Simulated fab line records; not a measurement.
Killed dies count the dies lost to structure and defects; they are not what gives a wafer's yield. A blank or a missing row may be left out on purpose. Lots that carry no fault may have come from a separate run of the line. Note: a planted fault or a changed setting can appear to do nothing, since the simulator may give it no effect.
fab line records	flow sky130
record: lots: 11	wafers: 33	last_day: 50
route steps=708 shown POLY_GATE@231 LDD_N@244 LDD_HVP@286 PAD_OPEN@708
lots untouched by any fault: they come from a run of this same line in which no faults occurred
start_h: hours from the record's first day to the start of the lot's first wafer shown	wait_h: hours since the lot's step before	" repeats the value in the row above	L1.1+2: several wafers, shown together as one row	- no value, or no start was given	* or withheld: withheld	< > ~ a bound
route shown NAME@n: a module of which the file shows steps, and the number in the route of the first	usual: the fault-free wafers' mean and standard deviation	same: alike in all rows	chamber/n: place in a boat	sites: each site's reading	_std_site: standard deviation of those values	_edge_site: mean of outer sites minus mean of inner sites	radius_mm: for every site, how far away it sits from the centre of the wafer	mask NAME#n: copy n	behind: the most recent tool/chamber to have shaped the wafer	hold: why the lot was held/for how many hours/how that ended	device: whichever transistor did not switch (one of n, p or np)	end of line: tests of these same wafers at the route's end	a step without rows: its recipe alone	killed: the dies lost at the first sort to structure and to defects; this is not the yield of the wafer	map: dies across one wafer; x = killed, . = not, _ = none there
set.NAME: the setting as run; set.NAME@STEP: as run at that earlier step	model.NAME: the simulator's own value behind a step, which no gauge read
a sample of lots followed through the steps of the route, with each step as a table and each wafer as a row
services: the hour from which a tool's chamber was out of use, counted from the record's first day as start_h (under 0 if before that day), plus the number of hours and why
== steps ==
step: SKY_POLY_GATE_ETCH_17
recipe: target_depth_nm: 180	stop_on: SiO2	over_etch_frac: 0.56667	chemistry: HBr/Cl2	target: poly-Si	icp_w: 393.3	bias_w: 100	pressure_mtorr: 10	HBr_flow_sccm: 150	Cl2_flow_sccm: 50	time_s: 70.5
usual: drypump_motor_current_A: 5.5/0.33	oes_product_au: 0.981/0.0074	throttle_valve_pct: 33.683/0.0093
lot.wafer	tool	chamber	start_h	wait_h	drypump_motor_current_A	oes_product_au	rf_hours_counter_h	throttle_valve_pct
L551.2	rie_si-01	2	368.36	0.0	5.8	0.977	61	33.680
L551.3	"	0	"	"	5.5	0.981	5	33.677
L551.4	"	1	"	"	6.0	0.996	76	33.691
L553.1	rie_si-01	3	383.05	0.0	5.4	0.988	1	33.701
L553.2	"	2	"	"	5.8	0.981	62	33.682
L553.6	"	3	"	"	5.4	0.988	-	33.677
L554.1	rie_si-01	2	386.00	0.0	5.8	0.978	62	33.688
L554.5	"	2	"	"	5.8	0.982	-	33.677
L554.6	"	3	"	"	5.4	0.985	-	33.685
L560.1	rie_si-01	3	458.90	0.0	5.4	0.985	2	33.700
L560.3	"	2	"	"	5.8	0.979	62	33.692
L560.6	"	3	"	"	5.4	0.980	-	33.681
L563.1	rie_si-02	2	478.06	0.0	5.1	0.972	3	33.686
L563.2	"	0	"	"	5.8	0.967	15	33.685
L563.6	"	3	"	"	5.3	0.970	-	33.675
L569.3	rie_si-02	2	542.50	0.0	5.1	0.993	3	33.692
L569.4	"	3	"	"	5.2	0.993	4	33.690
L569.5	"	3	"	"	5.3	0.987	-	33.688
L567.1	rie_si-02	1	542.85	0.0	5.0	0.974	1	33.689
L567.5	"	0	"	"	5.8	0.968	-	33.678
L567.6	"	1	"	"	5.0	0.974	-	33.678
L570.2	rie_si-01	0	558.50	0.0	5.4	0.983	7	33.682
L570.3	"	3	"	"	5.4	0.988	2	33.690
L570.4	"	2	"	"	5.8	0.985	0	33.668
L571.1	rie_si-02	0	569.75	0.0	5.7	0.976	15	33.669
L571.4	"	1	"	"	5.0	0.970	1	33.689
L571.5	"	0	"	"	5.7	0.974	-	33.687
L572.3	rie_si-01	3	573.30	0.0	5.4	0.986	2	33.677
L572.4	"	1	"	"	6.0	0.971	1	33.683
L572.5	"	1	"	"	6.0	0.970	-	33.683
L573.1	rie_si-02	0	573.71	0.0	5.8	0.976	15	33.686
L573.3	"	1	"	"	5.0	0.979	1	33.696
L573.5	"	0	"	"	5.8	0.980	-	33.665
step: SKY_LDD_N_OVL_MEAS_07
usual: LDD_N_OVL: 0.0/1.5
lot.wafer	tool	chamber	start_h	wait_h	LDD_N_OVL[nm]
L551.2	overlay-01	-	398.52	0.1	2.0
L551.3	"	-	"	"	-0.1
L551.4	"	-	"	"	-0.5
L553.1	overlay-01	-	414.60	0.1	-0.5
L553.2	"	-	"	"	0.5
L553.6	"	-	"	"	0.1
L554.1	overlay-01	-	418.31	0.1	-1.5
L554.5	"	-	"	"	-1.5
L554.6	"	-	"	"	-2.4
L560.1	overlay-01	-	491.41	0.1	1.0
L560.3	"	-	"	"	1.3
L560.6	"	-	"	"	-0.4
L563.1	overlay-01	-	510.26	0.1	1.8
L563.2	"	-	"	"	1.9
L563.6	"	-	"	"	1.4
L569.3	overlay-02	-	574.92	0.1	0.9
L569.4	"	-	"	"	1.2
L569.5	"	-	"	"	0.6
L567.1	overlay-01	-	576.20	0.1	0.0
L567.5	"	-	"	"	-1.1
L567.6	"	-	"	"	-1.6
L570.2	overlay-01	-	589.95	0.1	-0.2
L570.3	"	-	"	"	-0.2
L570.4	"	-	"	"	-1.0
L571.1	overlay-02	-	599.55	0.1	-0.8
L571.4	"	-	"	"	-2.0
L571.5	"	-	"	"	-1.6
L572.3	overlay-01	-	603.52	0.1	-0.3
L572.4	"	-	"	"	-1.4
L572.5	"	-	"	"	-1.2
L573.1	overlay-01	-	605.51	0.1	1.3
L573.3	"	-	"	"	1.8
L573.5	"	-	"	"	1.2
step: SKY_LDD_HVP_IMPLANT_08
recipe: species: B	energy_kev: 20	dose_cm2: 1.7e+13	tilt_deg: 17.9
usual: beam_energy_keV: 20.001/0.0063	beam_on_s: 10.00/0.2	dose_ions_cm2: 1.7002e+13/1.8e+10
lot.wafer	tool	chamber	start_h	wait_h	beam_energy_keV	beam_on_s	dose_ions_cm2
L551.2	implanter-04	0	489.02	0.0	19.985	10.13	1.6999e+13
L551.3	"	0	"	"	19.990	10.04	1.6986e+13
L551.4	"	0	"	"	19.998	10.10	1.6977e+13
L553.1	implanter-01	0	506.30	0.0	19.995	10.00	1.6989e+13
L553.2	"	0	"	"	19.993	9.66	1.7019e+13
L553.6	"	0	"	"	19.998	10.12	1.7015e+13
L554.1	implanter-02	0	510.20	0.0	20.005	10.09	1.7003e+13
L554.5	"	0	"	"	20.012	10.03	1.7009e+13
L554.6	"	0	"	"	20.004	10.10	1.702e+13
L560.1	implanter-01	0	583.61	0.0	24.550	9.88	1.6961e+13
L560.3	"	0	"	"	24.546	10.13	1.6982e+13
L560.6	"	0	"	"	24.540	10.39	1.6992e+13
L563.1	implanter-01	0	601.44	0.0	24.542	10.20	1.7015e+13
L563.2	"	0	"	"	24.545	9.99	1.7008e+13
L563.6	"	0	"	"	24.544	9.98	1.7011e+13
L569.3	implanter-01	0	663.44	0.1	20.013	10.04	1.6987e+13
L569.4	"	0	"	"	20.006	10.15	1.7008e+13
L569.5	"	0	"	"	20.001	10.29	1.6986e+13
L567.1	implanter-01	0	665.21	0.0	20.001	9.93	1.7039e+13
L567.5	"	0	"	"	20.005	9.80	1.6989e+13
L567.6	"	0	"	"	20.007	9.74	1.6988e+13
L570.2	implanter-02	0	678.72	0.0	19.989	10.10	1.6998e+13
L570.3	"	0	"	"	19.995	10.04	1.7012e+13
L570.4	"	0	"	"	19.999	10.02	1.6973e+13
L571.1	implanter-04	0	686.24	0.0	19.997	10.01	1.7053e+13
L571.4	"	0	"	"	20.004	10.16	1.6991e+13
L571.5	"	0	"	"	19.996	10.05	1.7014e+13
L572.3	implanter-04	0	691.19	0.1	19.995	9.99	1.7004e+13
L572.4	"	0	"	"	20.008	9.96	1.7009e+13
L572.5	"	0	"	"	20.006	9.79	1.6991e+13
L573.1	implanter-01	0	692.81	0.0	19.997	9.96	1.6981e+13
L573.3	"	0	"	"	19.992	9.94	1.6991e+13
L573.5	"	0	"	"	20.002	10.09	1.6974e+13
step: SKY_LDD_HVP_STRIP_09
recipe: chemistry: O2/N2	power_w: 1400	pressure_mtorr: 1500	platen_temp_c: withheld	o2_flow_sccm: 3000	n2_flow_sccm: 300	overash_fraction: 0.5
usual: drypump_motor_current_A: 5.6/0.35	n2_flow_sccm: 300.0/0.92	oes_product_au: 0.408/0.0048	strip_time_to_endpoint_s: 4.137/0.015
lot.wafer	tool	chamber	start_h	wait_h	drypump_motor_current_A	n2_flow_sccm	oes_product_au	rf_hours_counter_h	strip_time_to_endpoint_s
L551.2	plasma_asher-02	1	489.15	0.1	5.0	298.5	0.408	6	4.109
L551.3	"	0	"	"	6.0	299.3	0.412	-	4.134
L551.4	"	1	"	"	5.0	300.2	0.410	-	4.140
L553.1	plasma_asher-01	1	506.45	0.1	5.9	299.4	0.406	71	4.134
L553.2	"	0	"	"	5.5	299.3	0.404	71	4.108
L553.6	"	1	"	"	5.9	300.8	0.406	-	4.114
L554.1	plasma_asher-01	1	510.35	0.1	5.9	300.2	0.398	71	4.133
L554.5	"	1	"	"	5.9	299.5	0.408	-	4.119
L554.6	"	0	"	"	5.5	299.9	0.416	-	4.135
L560.1	plasma_asher-04	0	583.76	0.1	5.8	300.3	0.408	85	4.140
L560.3	"	1	"	"	5.8	298.8	0.407	-	4.140
L560.6	"	1	"	"	5.8	299.3	0.411	-	4.106
L563.1	plasma_asher-01	1	601.59	0.1	5.9	299.9	0.411	80	4.142
L563.2	"	0	"	"	5.5	299.0	0.407	80	4.134
L563.6	"	1	"	"	5.9	299.9	0.409	-	4.137
L569.3	plasma_asher-02	1	663.58	0.1	5.0	299.6	0.411	-	4.150
L569.4	"	0	"	"	6.0	299.1	0.413	-	4.110
L569.5	"	1	"	"	5.0	299.6	0.405	-	4.128
L567.1	plasma_asher-01	1	665.36	0.1	5.9	298.9	0.415	85	4.157
L567.5	"	0	"	"	5.5	299.1	0.416	-	4.131
L567.6	"	1	"	"	5.9	300.1	0.407	-	4.121
L570.2	plasma_asher-02	0	678.84	0.1	6.0	300.0	0.411	25	4.124
L570.3	"	1	"	"	5.0	301.4	0.414	-	4.117
L570.4	"	0	"	"	6.0	300.9	0.418	-	4.124
L571.1	plasma_asher-01	1	686.39	0.1	5.9	300.8	0.402	87	4.141
L571.4	"	0	"	"	5.5	299.3	0.407	-	4.144
L571.5	"	0	"	"	5.5	299.8	0.402	-	4.139
L572.3	plasma_asher-01	1	691.33	0.1	5.9	299.1	0.410	-	4.149
L572.4	"	0	"	"	5.5	302.0	0.406	-	4.154
L572.5	"	0	"	"	5.5	299.9	0.404	-	4.162
L573.1	plasma_asher-02	1	692.96	0.1	5.0	301.0	0.409	27	4.112
L573.3	"	1	"	"	5.0	301.4	0.403	-	4.111
L573.5	"	0	"	"	6.0	299.2	0.414	-	4.100
step: SKY_LDD_HVP_TW_MEAS_10
usual: LDD_HVP_TW: 456.2/1.8
lot.wafer	tool	chamber	start_h	wait_h	LDD_HVP_TW
L551.2	film_metro-01	-	489.26	0.1	456.2
L551.3	"	-	"	"	454.0
L551.4	"	-	"	"	455.3
L553.1	film_metro-02	-	506.55	0.1	456.3
L553.2	"	-	"	"	456.9
L553.6	"	-	"	"	456.5
L554.1	film_metro-01	-	510.50	0.1	455.8
L554.5	"	-	"	"	456.5
L554.6	"	-	"	"	455.4
L560.1	film_metro-01	-	583.86	0.1	476.4
L560.3	"	-	"	"	476.2
L560.6	"	-	"	"	476.2
L563.1	film_metro-02	-	601.69	0.1	478.6
L563.2	"	-	"	"	477.0
L563.6	"	-	"	"	476.4
L569.3	film_metro-02	-	663.66	0.1	455.7
L569.4	"	-	"	"	455.8
L569.5	"	-	"	"	456.7
L567.1	film_metro-01	-	665.46	0.1	456.3
L567.5	"	-	"	"	459.2
L567.6	"	-	"	"	459.2
L570.2	film_metro-02	-	678.95	0.1	457.6
L570.3	"	-	"	"	457.5
L570.4	"	-	"	"	457.0
L571.1	film_metro-04	-	686.49	0.1	452.5
L571.4	"	-	"	"	452.3
L571.5	"	-	"	"	455.4
L572.3	film_metro-02	-	691.41	0.1	458.1
L572.4	"	-	"	"	458.2
L572.5	"	-	"	"	458.5
L573.1	film_metro-04	-	693.06	0.1	455.9
L573.3	"	-	"	"	455.8
L573.5	"	-	"	"	455.0
step: SKY_PAD_OPEN_PROBE_99
usual: killed_at_M0_to_M3: 44/7.2	killed_at_M4_up: 3.0/1.8	killed_at_contacts: 24/5.4	killed_at_front_end: 14/4.4	killed_at_other: 0.4/0.64	killed_dies: 86/9.4	killed_open: 47/7.7	killed_short: 39/5.8
same: gross_dies: 492	killed_at_back_side: 0
lot.wafer	tool	chamber	start_h	wait_h	killed_at_M0_to_M3	killed_at_M4_up	killed_at_contacts	killed_at_front_end	killed_at_other	killed_dies	killed_open	killed_short
L563.1	prober-01	-	1142.23	0.1	38	1	34	12	0	85	44	41
L563.2	prober-01	-	1142.28	0.1	42	4	20	14	1	81	43	38
L563.6	prober-01	-	1142.48	0.2	43	7	28	19	0	97	57	40
killed by level:class
L563.1 CONTACT:geometric_particle:open=11 METAL1:geometric_particle:short=8 VIA3:geometric_particle:open=8 LI_CONTACT:geometric_particle:open=7 LOCAL_INTERCONNECT:geometric_particle:short=7 CONTACT:geometric_particle:short=6 VIA1:geometric_particle:open=5 FIELD_ISO:geometric_particle:short=3
L563.2 VIA3:geometric_particle:open=8 CONTACT:geometric_particle:open=8 VIA1:geometric_particle:open=8 METAL1:geometric_particle:short=5 POLY_GATE:geometric_particle:short=5 LI_CONTACT:geometric_particle:open=5 VIA1:geometric_particle:short=5 METAL2:geometric_particle:short=4
L563.6 VIA2:geometric_particle:open=12 CONTACT:geometric_particle:open=10 VIA3:geometric_particle:open=9 VIA1:geometric_particle:open=8 FIELD_ISO:geometric_particle:short=6 POLY_GATE:geometric_particle:open=6 METAL1:geometric_particle:short=6 FIELD_ISO:geometric_particle:open=5
== services ==
tool	chamber	start_h	hours	kind
plasma_asher-02	-	364.22	39.5	pm
rie_si-01	1	396.77	22.2	repair
implanter-04	-	396.79	2.3	repair
implanter-01	-	401.57	2.5	repair
implanter-02	-	406.21	10.9	pm
plasma_asher-01	-	413.21	2.6	repair
plasma_asher-02	-	421.25	9.0	pm
implanter-01	-	426.11	3.5	repair
rie_si-01	-	435.37	0.2	repair
rie_si-02	-	455.58	0.2	repair
plasma_asher-01	-	460.53	2.8	pm
implanter-04	-	495.56	18.3	pm
plasma_asher-02	-	532.47	2.0	repair
implanter-04	-	558.59	3.3	pm
implanter-02	-	561.16	2.3	repair
implanter-02	-	593.20	0.7	repair
rie_si-02	2	595.73	4.2	repair
implanter-02	-	603.17	1.2	repair
rie_si-02	1	629.71	4.2	repair
plasma_asher-01	-	634.97	14.6	pm
rie_si-02	-	643.46	2.8	pm
implanter-04	-	643.70	1.0	repair
rie_si-01	0	662.34	3.4	repair
implanter-01	-	677.95	6.5	pm
== key ==
first_sign: step: SKY_LDD_HVP_IMPLANT_08	reading: beam_energy_keV	direction: up	sigmas: 99+	usual: *	struck: *
effect: step: SKY_LDD_HVP_TW_MEAS_10	reading: LDD_HVP_TW	direction: up	sigmas: 12	usual: 456.2	struck: 476.8
met_at SKY_LDD_HVP_IMPLANT_08
struck_lots L560,L563
tester_left_out L560,L563
not_acting_at SKY_POLY_GATE_ETCH_17,SKY_LDD_N_OVL_MEAS_07,SKY_LDD_HVP_STRIP_09
onset_between 506.30 583.61
fault: kind: process_parameter_drift	tool: implanter-01	chamber: -	onset_h: 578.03	steps: SKY_LDD_HVP_IMPLANT_08	channel: energy_kev	offset: *	shape: step	end_h: 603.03	acts_in: *	stated: *
tester_left_out: of these lots the tester's yield and bins aren't shown, on N5 and GAA mostly nor the transistor test; their killed dies are dies lost to structure and defects alone, not to doping, threshold or leakage, so they don't give the yield
